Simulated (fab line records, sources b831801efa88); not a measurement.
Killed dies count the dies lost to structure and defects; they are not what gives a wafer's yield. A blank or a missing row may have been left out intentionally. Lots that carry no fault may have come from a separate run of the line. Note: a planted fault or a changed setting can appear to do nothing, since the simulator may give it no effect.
fab line records ; flow sfq-line
[record] lots = 13; wafers = 39; last-day = 87
route steps=325 shown I1@74
lots that met no fault: from a run of the same line without faults
start-h: hours from the record's opening day to when the first of the lot's shown wafers began ; wait-h: how many hours have passed since the lot's step before this one ; " repeats the value in the row above ; L1.1+2: several wafers, shown together as one row ; - value missing, or start not given ; * or withheld: withheld ; < > ~ a bound
route shown NAME@n: names a module that has steps shown in the file, with the first one's number in the route ; usual: mean/standard deviation taken from wafers without a fault ; same: alike in all rows ; chamber/n: place in a boat ; sites: the reading at each site ; _std_site: their standard deviation ; _edge_site: inner sites' mean taken away from outer sites' mean ; radius-mm: for every site, how far away it sits from the centre of the wafer ; mask NAME#n: copy n ; behind: the last tool/chamber to shape the wafer ; hold: the reason the lot was held/the length of the hold in hours/how it ended ; device: the transistor (n, p or np) that didn't switch ; end of line: tests of these same wafers at the route's end ; a step without rows: its recipe alone ; killed: the dies lost at the first sort to structure and to defects; this is not the yield of the wafer ; map: shows each die of a wafer: x if killed, . if not, _ if none is there
set.NAME: the setting the step ran with; set.NAME@STEP: the setting that earlier step ran with ; model.NAME: the simulator's own value behind a step, which no gauge read
route steps across a sampled set of lots; one table per step, one row per wafer
services: a tool's chamber out of use, with start hour (start-h, from the record's first day; less than 0 if before it), hours out, and reason
[[steps]]
[step SFQ_TRILAYER_I1_CMP_CMP_046]
[recipe] material = SiO2; down-force-psi = 3; platen-rpm = 60; pad-velocity-m-s = 0.94248
[usual] head-pressure-psi = 3.000/0.0068; motor-current-A = 10.2/1; time-to-endpoint-s = 213/7.1
lot.wafer;tool;chamber;start-h;wait-h;head-pressure-psi;motor-current-A;time-to-endpoint-s
L152.4;cmp-01;0;394.20;1.0;2.993;9.9;222
L152.5;cmp-01;2;395.20;2.0;2.993;9.1;222
L152.6;cmp-01;3;395.20;2.0;3.005;10.1;217
L153.2;cmp-01;3;408.72;1.0;2.989;9.9;224
L153.1;cmp-01;0;408.72;1.0;3.005;9.0;212
L153.3;cmp-01;2;410.22;2.5;3.003;9.0;213
L154.1;cmp-02;3;610.10;13.8;2.997;10.7;211
L154.2;cmp-02;0;610.10;13.8;2.993;8.4;201
L154.6;cmp-02;1;610.10;13.8;2.996;10.5;208
L157.3;cmp-01;2;617.92;11.6;2.991;9.3;216
L157.4;cmp-01;0;618.92;12.5;2.996;9.6;224
L157.5;cmp-01;3;620.42;14.0;2.992;9.4;215
L159.1;cmp-01;0;629.92;4.4;3.005;9.7;219
L159.5;cmp-01;0;631.92;6.3;3.005;10.2;208
L159.6;cmp-01;1;631.92;6.3;2.994;8.5;204
L167.2;cmp-02;1;703.09;3.2;3.008;10.7;209
L167.3;cmp-02;3;704.09;4.2;3.012;10.7;209
L167.1;cmp-02;0;704.09;4.2;2.999;8.6;208
L168.3;cmp-02;2;718.09;2.6;2.990;11.2;216
L168.2;cmp-02;3;718.09;2.6;3.000;10.2;210
L168.6;cmp-02;3;720.59;5.1;2.997;10.4;224
L169.3;cmp-02;3;726.80;0.5;3.010;10.6;216
L169.1;cmp-02;1;727.80;1.5;2.996;10.1;214
L169.6;cmp-02;2;727.80;1.5;3.001;11.8;215
L170.4;cmp-02;2;734.70;0.0;3.005;11.5;212
L170.1;cmp-02;0;735.70;1.0;3.002;8.7;204
L170.5;cmp-02;3;737.20;2.5;2.999;10.6;208
L171.4;cmp-02;3;742.94;1.0;2.987;11.0;221
L171.3;cmp-02;0;742.94;1.0;3.006;8.5;215
L171.6;cmp-02;2;744.44;2.5;2.997;12.2;218
L172.4;cmp-02;2;751.50;0.0;3.003;11.8;210
L172.1;cmp-02;1;753.00;1.5;3.003;10.2;210
L172.5;cmp-02;3;754.00;2.5;2.997;10.7;212
L173.3;cmp-02;2;761.66;1.6;3.011;10.8;213
L173.2;cmp-02;3;761.66;1.6;2.988;11.3;216
L173.5;cmp-02;0;761.66;1.6;3.005;9.1;221
L175.3;cmp-01;2;777.72;2.1;3.008;9.4;214
L175.1;cmp-01;0;778.72;3.1;2.994;10.2;218
L175.5;cmp-01;1;778.72;3.1;3.008;8.3;217
[step SFQ_TRILAYER_I1_METRO_MEASURE_047]
[usual] thk-nm = 200.0/0.88
lot.wafer;tool;chamber;start-h;wait-h;thk-nm
L152.4;film-metro-01;-;396.92;0.6;201.5
L152.5;film-metro-01;-;396.92;0.6;199.8
L152.6;film-metro-01;-;396.92;0.6;198.8
L153.1;film-metro-02;-;411.84;0.1;201.0
L153.2;film-metro-02;-;411.84;0.1;201.5
L153.3;film-metro-02;-;411.84;0.1;201.9
L154.1;film-metro-02;-;612.22;0.1;198.3
L154.2;film-metro-02;-;612.22;0.1;199.6
L154.6;film-metro-02;-;612.22;0.1;200.2
L157.3;film-metro-02;-;621.44;0.5;201.2
L157.4;film-metro-02;-;621.44;0.5;201.2
L157.5;film-metro-02;-;621.44;0.5;199.9
L159.1;film-metro-04;-;633.04;0.1;200.3
L159.5;film-metro-04;-;633.04;0.1;219.3
L159.6;film-metro-04;-;633.04;0.1;219.6
L167.1;film-metro-01;-;706.21;0.1;199.1
L167.2;film-metro-01;-;706.21;0.1;200.0
L167.3;film-metro-01;-;706.21;0.1;199.6
L168.2;film-metro-04;-;721.41;0.3;201.4
L168.3;film-metro-04;-;721.41;0.3;200.5
L168.6;film-metro-04;-;721.41;0.3;200.7
L169.1;film-metro-01;-;729.42;0.1;200.9
L169.3;film-metro-01;-;729.42;0.1;200.2
L169.6;film-metro-01;-;729.42;0.1;200.7
L170.1;film-metro-01;-;737.82;0.1;200.8
L170.4;film-metro-01;-;737.82;0.1;199.7
L170.5;film-metro-01;-;737.82;0.1;201.2
L171.3;film-metro-02;-;745.46;0.5;200.5
L171.4;film-metro-02;-;745.46;0.5;200.9
L171.6;film-metro-02;-;745.46;0.5;199.8
L172.1;film-metro-01;-;754.62;0.1;200.9
L172.4;film-metro-01;-;754.62;0.1;199.5
L172.5;film-metro-01;-;754.62;0.1;200.9
L173.2;film-metro-04;-;763.98;0.3;199.0
L173.3;film-metro-04;-;763.98;0.3;200.6
L173.5;film-metro-04;-;763.98;0.3;199.7
L175.1;film-metro-02;-;780.34;0.1;200.6
L175.3;film-metro-02;-;780.34;0.1;200.7
L175.5;film-metro-02;-;780.34;0.1;199.4
[step SFQ_TRILAYER_I1_VIA_ETCH_VIA_ETCH_052]
[recipe] target = SiO2; stop-on = Nb; mask-material = PR; taper-deg = 20; chemistry = CHF3; target-depth-nm = 260; source-w = 500; bias-w = 80; pressure-mtorr = 30; time-s = withheld
[usual] drypump-motor-current-A = 5.5/0.49; oes-product-au = 0.854/0.005
lot.wafer;tool;chamber;start-h;wait-h;drypump-motor-current-A;oes-product-au
L152.4;rie-diel-01;0;558.35;0.0;5.4;0.853
L152.5;rie-diel-01;0;558.35;0.0;5.5;0.849
L152.6;rie-diel-01;1;558.35;0.0;5.1;0.851
L153.1;rie-diel-01;0;567.11;0.0;5.4;0.855
L153.2;rie-diel-01;1;567.11;0.0;5.0;0.863
L153.3;rie-diel-01;2;567.11;0.0;5.8;0.864
L154.1;rie-diel-02;0;616.26;0.0;6.0;0.851
L154.2;rie-diel-02;1;616.26;0.0;4.8;0.852
L154.6;rie-diel-02;3;616.26;0.0;5.7;0.854
L157.3;rie-diel-01;3;625.92;0.0;6.1;0.863
L157.4;rie-diel-01;0;625.92;0.0;5.5;0.861
L157.5;rie-diel-01;2;625.92;0.0;5.9;0.858
L159.1;rie-diel-02;3;773.46;0.0;5.7;0.858
L159.5;rie-diel-02;3;773.46;0.0;5.7;0.904
L159.6;rie-diel-02;1;773.46;0.0;4.8;0.898
L167.1;rie-diel-04;0;845.06;0.0;5.1;0.854
L167.2;rie-diel-04;2;845.06;0.0;5.2;0.859
L167.3;rie-diel-04;1;845.06;0.0;4.9;0.849
L168.2;rie-diel-04;0;860.79;0.0;5.1;0.852
L168.3;rie-diel-04;2;860.79;0.0;5.1;0.853
L168.6;rie-diel-04;2;860.79;0.0;5.1;0.853
L169.1;rie-diel-01;2;870.39;0.0;5.8;0.863
L169.3;rie-diel-01;3;870.39;0.0;6.0;0.852
L169.6;rie-diel-01;1;870.39;0.0;5.0;0.865
L170.1;rie-diel-02;3;877.59;0.0;5.7;0.855
L170.4;rie-diel-02;1;877.59;0.0;4.8;0.852
L170.5;rie-diel-02;3;877.59;0.0;5.7;0.855
L171.3;rie-diel-04;2;884.79;0.0;5.1;0.865
L171.4;rie-diel-04;3;884.79;0.0;6.0;0.855
L171.6;rie-diel-04;0;884.79;0.0;5.1;0.850
L172.1;rie-diel-02;2;893.19;0.0;6.3;0.857
L172.4;rie-diel-02;1;893.19;0.0;4.8;0.848
L172.5;rie-diel-02;0;893.19;0.0;6.0;0.863
L173.2;rie-diel-04;1;905.19;0.0;4.9;0.851
L173.3;rie-diel-04;0;905.19;0.0;5.1;0.860
L173.5;rie-diel-04;0;905.19;0.0;5.1;0.856
L175.1;rie-diel-04;0;921.04;0.0;5.1;0.859
L175.3;rie-diel-04;3;921.04;0.0;6.1;0.853
L175.5;rie-diel-04;0;921.04;0.0;5.1;0.853
[[services]]
tool;chamber;start-h;hours;kind
cmp-01;-;384.40;5.1;repair
cmp-02;-;405.62;1.3;repair
cmp-02;-;406.91;4.0;pm
rie-diel-04;3;407.03;5.0;repair
cmp-01;-;411.72;6.7;pm
film-metro-02;-;416.64;2.4;pm
film-metro-01;-;426.38;1.0;pm
film-metro-01;-;443.32;0.6;pm
rie-diel-04;1;451.64;10.6;repair
film-metro-02;-;460.64;0.4;pm
film-metro-01;-;469.64;2.0;pm
cmp-02;-;478.83;3.5;repair
film-metro-01;-;479.90;4.0;repair
film-metro-02;-;514.69;0.3;pm
rie-diel-04;2;522.88;4.6;repair
cmp-01;-;540.98;7.6;pm
cmp-02;-;552.68;0.4;repair
film-metro-01;-;561.44;0.8;pm
cmp-02;-;672.31;1.1;repair
cmp-02;-;688.41;4.9;pm
cmp-02;-;723.68;1.3;repair
cmp-02;-;746.91;4.0;pm
cmp-02;-;835.19;1.6;repair
cmp-02;-;903.55;1.2;repair
[[key]]
[first-sign] step = SFQ_TRILAYER_I1_METRO_MEASURE_047; reading = thk-nm; direction = up; sigmas = 22; usual = 200.0; struck = 219.4
[effect] step = SFQ_TRILAYER_I1_VIA_ETCH_VIA_ETCH_052; reading = oes-product-au; direction = up; sigmas = 9.4; usual = 0.854; struck = 0.901
met-at SFQ_TRILAYER_I1_CMP_CMP_046
struck-lots L159
struck-wafers L159.5,L159.6
onset-between 617.92 629.92
[fault] kind = process-parameter-drift; tool = cmp-01; chamber = -; onset-h = 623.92; steps = SFQ_TRILAYER_I1_CMP_CMP_046; channel = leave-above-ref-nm; offset = 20; shape = step; end-h = 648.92; scope = struck-wafers-only; acts-in = these-recipes-only; stated = 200
